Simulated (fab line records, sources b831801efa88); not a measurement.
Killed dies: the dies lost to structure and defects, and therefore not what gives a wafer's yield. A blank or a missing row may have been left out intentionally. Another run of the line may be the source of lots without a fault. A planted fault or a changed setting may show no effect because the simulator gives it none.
fab line records	flow sky130
record: lots: 10	wafers: 30	last_day: 50
route steps=708 shown VIA3@596 METAL4@601 VIA4@657 METAL5@677
lots that met no fault: taken from a fault-free run of the same line
start_h: hours from the record's first day to the start of the lot's first wafer shown	wait_h: hours since the lot's step before	" repeats the value in the row above	L1.1+2: several wafers, shown together as one row	- either no value or no given start	* or withheld: withheld	< > ~ a bound
route shown NAME@n: a module of which the file shows steps, and the number in the route of the first	usual: mean/standard deviation of fault-free wafers	same: alike in all rows	chamber/n: place in a boat	sites: each site's reading	_std_site: the standard deviation of these	_edge_site: outer sites' mean less inner sites'	radius_mm: how far each site lies from the wafer's centre	mask NAME#n: copy n	behind: the tool/chamber that last shaped the wafer	hold: why the lot went on hold/how many hours it stayed there/how the hold came to an end	device: transistor that didn't switch, given as n, p or np	end of line: tests of these same wafers at the route's end	where a step has no rows: the recipe by itself	killed: the dies lost at the first sort to structure and to defects; this is not the yield of the wafer	map: a wafer's dies, marking killed ones x, the rest . and places with no die _
set.NAME: the setting as run; set.NAME@STEP: as run at that earlier step	model.NAME: the simulator's own value behind a step, which no gauge read
a sample of lots followed through the steps of the route, with each step as a table and each wafer as a row
services: a tool's chamber out of use, with start hour (start_h, from the record's first day; less than 0 if before it), hours out, and reason
== steps ==
step: SKY_VIA3_THK_MEAS_23
recipe: thk_meas_gauge: xrf	reads: W_of_VIA3_CVD_21
usual: VIA3_W_THK: 397/7.2
lot.wafer	tool	chamber	start_h	wait_h	VIA3_W_THK[nm]
L757.3	film_metro-01	-	917.83	0.1	400
L757.5	"	-	"	"	401
L757.6	"	-	"	"	400
L758.1	film_metro-02	-	924.34	0.1	395
L758.5	"	-	"	"	395
L758.6	"	-	"	"	396
L759.3	film_metro-01	-	934.39	0.1	404
L759.4	"	-	"	"	409
L759.6	"	-	"	"	411
L764.1	film_metro-02	-	976.48	0.1	393
L764.2	"	-	"	"	397
L764.6	"	-	"	"	392
L766.1	film_metro-02	-	1004.77	0.1	387
L766.4	"	-	"	"	387
L766.6	"	-	"	"	385
L770.1	film_metro-01	-	1019.12	0.1	401
L770.5	"	-	"	"	401
L770.6	"	-	"	"	401
L775.2	film_metro-02	-	1047.32	0.1	396
L775.3	"	-	"	"	392
L775.6	"	-	"	"	392
L777.2	film_metro-02	-	1059.76	0.1	397
L777.3	"	-	"	"	397
L777.5	"	-	"	"	399
L778.1	film_metro-02	-	1069.43	0.1	385
L778.2	"	-	"	"	394
L778.6	"	-	"	"	388
L780.2	film_metro-01	-	1076.69	0.1	391
L780.3	"	-	"	"	392
L780.4	"	-	"	"	391
step: SKY_METAL4_SPUTTER_03
recipe: material: Ti	target_thk_nm: 5	power_w: 3000	time_s: 3.3	chamber_pressure_pa: 0.4
usual: throttle_valve_pct: 30.2/1.1
lot.wafer	tool	chamber	start_h	wait_h	throttle_valve_pct
L757.3	pvd_sputter-03	-	918.25	0.0	31.0
L757.5	"	-	"	"	31.3
L757.6	"	-	"	"	31.2
L758.1	pvd_sputter-02	-	924.79	0.0	31.0
L758.5	"	-	"	"	29.6
L758.6	"	-	"	"	30.0
L759.3	pvd_sputter-03	-	934.82	0.0	29.6
L759.4	"	-	"	"	31.3
L759.6	"	-	"	"	31.5
L764.1	pvd_sputter-03	-	976.92	0.0	31.2
L764.2	"	-	"	"	31.4
L764.6	"	-	"	"	31.0
L766.1	pvd_sputter-04	-	1005.22	0.0	30.5
L766.4	"	-	"	"	29.4
L766.6	"	-	"	"	30.5
L770.1	pvd_sputter-04	-	1019.57	0.0	30.7
L770.5	"	-	"	"	29.7
L770.6	"	-	"	"	30.8
L775.2	pvd_sputter-02	-	1047.76	0.0	29.7
L775.3	"	-	"	"	30.1
L775.6	"	-	"	"	31.2
L777.2	pvd_sputter-02	-	1060.19	0.0	29.5
L777.3	"	-	"	"	31.0
L777.5	"	-	"	"	31.3
L778.1	pvd_sputter-04	-	1069.88	0.0	29.5
L778.2	"	-	"	"	31.1
L778.6	"	-	"	"	29.6
L780.2	pvd_sputter-04	-	1077.29	0.0	31.2
L780.3	"	-	"	"	30.4
L780.4	"	-	"	"	29.6
step: SKY_VIA4_CVD_18
recipe: material: W	target_thk_nm: 505	time_s: 152.14	temp_c: 400	pressure_torr: 40
usual: heater_power_w: 780/69	susceptor_temp_C: 400.04/0.23
lot.wafer	tool	chamber	start_h	wait_h	heater_power_w	susceptor_temp_C
L757.3	cvd_w-01	0	993.51	0.1	832	399.99
L757.5	"	1	"	"	659	400.25
L757.6	"	0	"	"	867	400.01
L758.1	cvd_w-02	1	1000.61	0.0	843	400.06
L758.5	"	1	"	"	826	400.27
L758.6	"	0	"	"	784	400.43
L759.3	cvd_w-02	0	1008.53	0.1	790	400.07
L759.4	"	1	"	"	848	399.61
L759.6	"	1	"	"	841	399.65
L764.1	cvd_w-02	1	1048.81	0.0	813	399.93
L764.2	"	0	"	"	783	400.00
L764.6	"	0	"	"	773	400.11
L766.1	cvd_w-02	0	1076.24	0.0	799	400.11
L766.4	"	1	"	"	822	400.26
L766.6	"	0	"	"	788	400.15
L770.1	cvd_w-01	1	1084.86	0.0	687	400.12
L770.5	"	1	"	"	676	400.27
L770.6	"	0	"	"	831	400.03
L775.2	cvd_w-01	0	1110.68	0.0	847	400.15
L775.3	"	1	"	"	672	399.99
L775.6	"	0	"	"	830	400.24
L777.2	cvd_w-01	1	1123.59	0.0	683	400.31
L777.3	"	0	"	"	860	400.34
L777.5	"	1	"	"	683	399.95
L778.1	cvd_w-02	0	1131.62	0.0	791	400.17
L778.2	"	1	"	"	808	399.84
L778.6	"	1	"	"	828	400.05
L780.2	cvd_w-01	1	1139.42	0.0	675	399.97
L780.3	"	0	"	"	844	400.12
L780.4	"	1	"	"	681	400.08
step: SKY_VIA4_RS_MEAS_19
recipe: thk_meas_gauge: four-point-probe	reads: W_of_VIA4_CVD_18+TiN_of_VIA4_SPUTTER_17
usual: VIA4_W_RS: 0.2247/0.0024
lot.wafer	tool	chamber	start_h	wait_h	VIA4_W_RS[ohm/sq]
L757.3	film_metro-01	-	993.65	0.1	0.2216
L757.5	"	-	"	"	0.2197
L757.6	"	-	"	"	0.2213
L758.1	film_metro-03	-	1000.76	0.1	0.2271
L758.5	"	-	"	"	0.2268
L758.6	"	-	"	"	0.2308
L759.3	film_metro-01	-	1008.68	0.1	0.2267
L759.4	"	-	"	"	0.2214
L759.6	"	-	"	"	0.2273
L764.1	film_metro-03	-	1048.96	0.1	0.2272
L764.2	"	-	"	"	0.1416
L764.6	"	-	"	"	0.1426
L766.1	film_metro-02	-	1076.39	0.1	0.1417
L766.4	"	-	"	"	0.2270
L766.6	"	-	"	"	0.1427
L770.1	film_metro-03	-	1085.01	0.1	0.2283
L770.5	"	-	"	"	0.2257
L770.6	"	-	"	"	0.2251
L775.2	film_metro-01	-	1110.85	0.1	0.2265
L775.3	"	-	"	"	0.2249
L775.6	"	-	"	"	0.2267
L777.2	film_metro-03	-	1123.77	0.1	0.2255
L777.3	"	-	"	"	0.2263
L777.5	"	-	"	"	0.2272
L778.1	film_metro-02	-	1131.77	0.1	0.2245
L778.2	"	-	"	"	0.2248
L778.6	"	-	"	"	0.2235
L780.2	film_metro-01	-	1139.59	0.1	0.2229
L780.3	"	-	"	"	0.2239
L780.4	"	-	"	"	0.2246
step: SKY_VIA4_THK_MEAS_20
recipe: thk_meas_gauge: xrf	reads: W_of_VIA4_CVD_18
usual: VIA4_W_THK: 512/6.3
lot.wafer	tool	chamber	start_h	wait_h	VIA4_W_THK[nm]
L757.3	film_metro-01	-	993.75	0.1	518
L757.5	"	-	"	"	522
L757.6	"	-	"	"	514
L758.1	film_metro-03	-	1000.88	0.1	500
L758.5	"	-	"	"	505
L758.6	"	-	"	"	496
L759.3	film_metro-01	-	1008.78	0.1	508
L759.4	"	-	"	"	525
L759.6	"	-	"	"	508
L764.1	film_metro-03	-	1049.08	0.1	511
L764.2	"	-	"	"	813
L764.6	"	-	"	"	813
L766.1	film_metro-02	-	1076.51	0.1	806
L766.4	"	-	"	"	503
L766.6	"	-	"	"	804
L770.1	film_metro-03	-	1085.13	0.1	506
L770.5	"	-	"	"	513
L770.6	"	-	"	"	516
L775.2	film_metro-01	-	1110.96	0.1	507
L775.3	"	-	"	"	511
L775.6	"	-	"	"	508
L777.2	film_metro-03	-	1123.88	0.1	505
L777.3	"	-	"	"	504
L777.5	"	-	"	"	501
L778.1	film_metro-02	-	1131.89	0.1	510
L778.2	"	-	"	"	510
L778.6	"	-	"	"	506
L780.2	film_metro-01	-	1139.70	0.1	515
L780.3	"	-	"	"	512
L780.4	"	-	"	"	516
step: SKY_VIA4_CMP_21
recipe: stop_on: SiO2	t_overpolish_s: 25	down_force_psi: 3.5	platen_rpm: 60	target_thk_nm: 0	pad_velocity_m_s: 0.94248
usual: motor_current_A: 11.2/1.1	time_to_endpoint_s: 122/4.5
lot.wafer	tool	chamber	start_h	wait_h	motor_current_A	time_to_endpoint_s
L757.3	cmp-01	0	994.15	0.4	12.7	117
L757.6	"	2	"	"	10.7	116
L757.5	"	3	"	"	10.1	119
L758.1	cmp-02	3	1001.12	0.2	10.5	119
L758.6	"	2	"	"	11.7	118
L758.5	"	3	"	"	9.8	121
L759.4	cmp-01	0	1008.87	0.1	12.8	126
L759.3	"	1	"	"	12.3	120
L759.6	"	0	"	"	12.5	122
L764.2	cmp-01	2	1049.19	0.1	10.3	193
L764.1	"	0	"	"	13.3	121
L764.6	"	2	"	"	9.8	190
L766.4	cmp-02	3	1076.71	0.2	10.1	130
L766.1	"	0	"	"	9.8	199
L766.6	"	1	"	"	11.9	202
L770.1	cmp-01	1	1085.30	0.2	12.1	122
L770.5	"	1	"	"	11.6	119
L770.6	"	2	"	"	10.0	118
L775.2	cmp-02	0	1111.06	0.1	10.2	123
L775.3	"	1	"	"	12.7	121
L775.6	"	3	"	"	10.5	126
L777.2	cmp-02	0	1123.93	0.0	10.5	124
L777.3	"	1	"	"	12.5	121
L777.5	"	1	"	"	12.3	121
L778.1	cmp-02	3	1132.00	0.1	10.6	125
L778.2	"	1	"	"	12.4	122
L778.6	"	2	"	"	12.0	125
L780.2	cmp-02	0	1139.80	0.1	11.1	118
L780.4	"	1	"	"	12.2	120
L780.3	"	2	"	"	11.7	123
step: SKY_METAL5_STRIP_16
recipe: chemistry: O2/N2	power_w: 1429	pressure_mtorr: 1500	platen_temp_c: withheld	o2_flow_sccm: 3000	n2_flow_sccm: 300	overash_fraction: 0.5
usual: drypump_motor_current_A: 5.7/0.36	oes_product_au: 0.718/0.0048	strip_time_to_endpoint_s: 12.90/0.075
lot.wafer	tool	chamber	start_h	wait_h	drypump_motor_current_A	oes_product_au	rf_hours_counter_h	strip_time_to_endpoint_s
L757.3	plasma_asher-02	1	1017.68	0.1	6.5	0.717	-	12.92
L757.5	"	0	"	"	5.2	0.722	-	12.80
L757.6	"	1	"	"	6.5	0.716	-	12.98
L758.1	plasma_asher-03	1	1024.95	0.2	5.9	0.714	116	12.95
L758.5	"	0	"	"	6.0	0.726	-	12.88
L758.6	"	1	"	"	5.9	0.708	-	12.95
L759.3	plasma_asher-02	0	1032.38	0.1	5.2	0.714	-	12.90
L759.4	"	1	"	"	6.5	0.719	-	12.91
L759.6	"	1	"	"	6.5	0.728	-	12.79
L764.1	plasma_asher-01	1	1070.74	0.2	5.4	0.716	91	12.95
L764.2	"	0	"	"	5.7	0.725	91	12.79
L764.6	"	0	"	"	5.7	0.722	-	12.85
L766.1	plasma_asher-01	1	1097.45	0.2	5.4	0.723	93	12.85
L766.4	"	0	"	"	5.7	0.722	-	12.81
L766.6	"	0	"	"	5.7	0.723	-	12.89
L770.1	plasma_asher-02	1	1106.29	0.2	6.5	0.712	36	13.09
L770.5	"	0	"	"	5.2	0.714	-	12.94
L770.6	"	1	"	"	6.5	0.717	-	12.99
L775.2	plasma_asher-02	1	1130.05	0.2	6.5	0.720	38	12.81
L775.3	"	1	"	"	6.5	0.729	-	12.92
L775.6	"	0	"	"	5.2	0.714	-	12.84
L777.2	plasma_asher-01	0	1143.29	0.2	5.6	0.721	97	12.84
L777.3	"	0	"	"	5.7	0.735	-	12.80
L777.5	"	1	"	"	5.4	0.722	-	12.81
L778.1	plasma_asher-03	0	1151.05	0.2	6.0	0.719	8	12.83
L778.2	"	1	"	"	5.9	0.724	8	12.79
L778.6	"	0	"	"	6.0	0.718	-	12.82
L780.2	plasma_asher-01	1	1157.85	0.2	5.4	0.716	99	12.86
L780.3	"	0	"	"	5.7	0.717	-	12.89
L780.4	"	1	"	"	5.4	0.724	-	12.82
== services ==
tool	chamber	start_h	hours	kind
cvd_w-02	-	901.08	6.0	pm
pvd_sputter-04	-	903.38	32.2	repair
plasma_asher-03	-	903.62	2.8	pm
cvd_w-01	-	904.00	14.0	pm
cvd_w-01	0	904.00	14.0	vent_cycle
cmp-02	-	907.97	0.5	repair
cmp-01	-	912.00	4.0	pm
cvd_w-01	-	920.78	6.9	pm
cvd_w-02	-	946.47	1.4	repair
cmp-02	-	967.95	6.4	pm
cmp-01	-	972.04	1.9	repair
cmp-02	-	1020.13	6.5	pm
cmp-01	-	1026.65	5.8	pm
plasma_asher-03	-	1055.34	9.0	pm
cvd_w-01	0	1056.86	7.8	repair
cmp-02	-	1081.62	0.4	repair
cmp-02	-	1084.22	4.0	pm
cmp-02	-	1088.22	-	consumable_replace:conditioner
cmp-02	-	1088.22	-	consumable_replace:pad
pvd_sputter-03	-	1096.70	3.5	repair
cmp-01	-	1115.33	0.5	repair
pvd_sputter-02	-	1123.39	6.7	repair
pvd_sputter-03	-	1126.98	3.9	repair
pvd_sputter-03	-	1145.30	4.9	repair
== key ==
first_sign: step: SKY_VIA4_RS_MEAS_19	reading: VIA4_W_RS	direction: down	sigmas: 35	usual: 0.2247	struck: 0.1421
effect: step: SKY_VIA4_THK_MEAS_20	reading: VIA4_W_THK	direction: up	sigmas: 47	usual: 512	struck: 809
effect: step: SKY_VIA4_CMP_21	reading: time_to_endpoint_s	direction: up	sigmas: 16	usual: *	struck: *
met_at SKY_VIA4_CVD_18
struck_lots L764,L766
struck_wafers L764.2,L764.6,L766.1,L766.6
not_acting_at SKY_VIA3_THK_MEAS_23,SKY_METAL4_SPUTTER_03,SKY_METAL5_STRIP_16
onset_between 1008.53 1048.81
fault: kind: process_parameter_drift	tool: cvd_w-02	chamber: 0	onset_h: 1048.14	steps: SKY_VIA4_CVD_18	channel: target_thk_nm	offset: 298.44	shape: step	end_h: 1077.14	acts_in: these_recipes_only	stated: 505
